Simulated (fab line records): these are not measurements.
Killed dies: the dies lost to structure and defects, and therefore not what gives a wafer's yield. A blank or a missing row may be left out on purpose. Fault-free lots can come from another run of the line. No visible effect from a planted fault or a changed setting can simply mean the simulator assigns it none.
Which of the tools did it? + flow sky130 + 10 lots, 30 wafers sampled, at 1 step of a route of 708

WHAT THE GAUGES READ, wafer by wafer
SKY_LI_CONTACT_BOW_MEAS_03.
| lot  | measured     | on           | LI_CONTACT_BOW (um) |
|------|--------------|--------------|---------------------|
| L477 | day 27 21:53 | filmMetro-02 | 60 70 56            |
| L479 | day 29 16:09 | filmMetro-02 | 57 54 46            |
| L483 | day 29 20:55 | filmMetro-03 | 63 49 50            |
| L484 | day 30 04:06 | filmMetro-02 | 67 69 63            |
| L486 | day 30 23:43 | filmMetro-03 | 63 66 50            |
| L489 | day 32 02:07 | filmMetro-01 | 57 55 52            |
| L490 | day 33 11:41 | filmMetro-03 | 56 53 53            |
| L491 | day 33 13:32 | filmMetro-02 | 60 47 58            |
| L498 | day 34 19:47 | filmMetro-02 | 60 62 59            |
| L499 | day 35 01:52 | filmMetro-01 | 55 61 55            |

TOOL THAT RAN EACH LOT (tool first, then ch and the chambers of the sampled wafers, then the start)
Before these readings, the record contains no process step.

THE ANSWER, worked out from the rows above alone
Rule: the usual values come from the lots themselves. Put in order of their means at a reading, lots are off if they are a third of the lots or fewer, leave a main group of 4 or more, and stand apart from it by a gap of 3 or more times the standard deviation of the main group's means; of several such gaps the widest counts. A main group whose means are all the same, to the digits that the tables above print for the reading, isn't used. Also off: a lot with no number at a reading for which 4 or more lots have one. Where the step has rows for the other lots, those lots are counted as sound.
Nothing can be told from this: no lot is off at any reading shown.

WHAT THE SIMULATOR HAD INSERTED
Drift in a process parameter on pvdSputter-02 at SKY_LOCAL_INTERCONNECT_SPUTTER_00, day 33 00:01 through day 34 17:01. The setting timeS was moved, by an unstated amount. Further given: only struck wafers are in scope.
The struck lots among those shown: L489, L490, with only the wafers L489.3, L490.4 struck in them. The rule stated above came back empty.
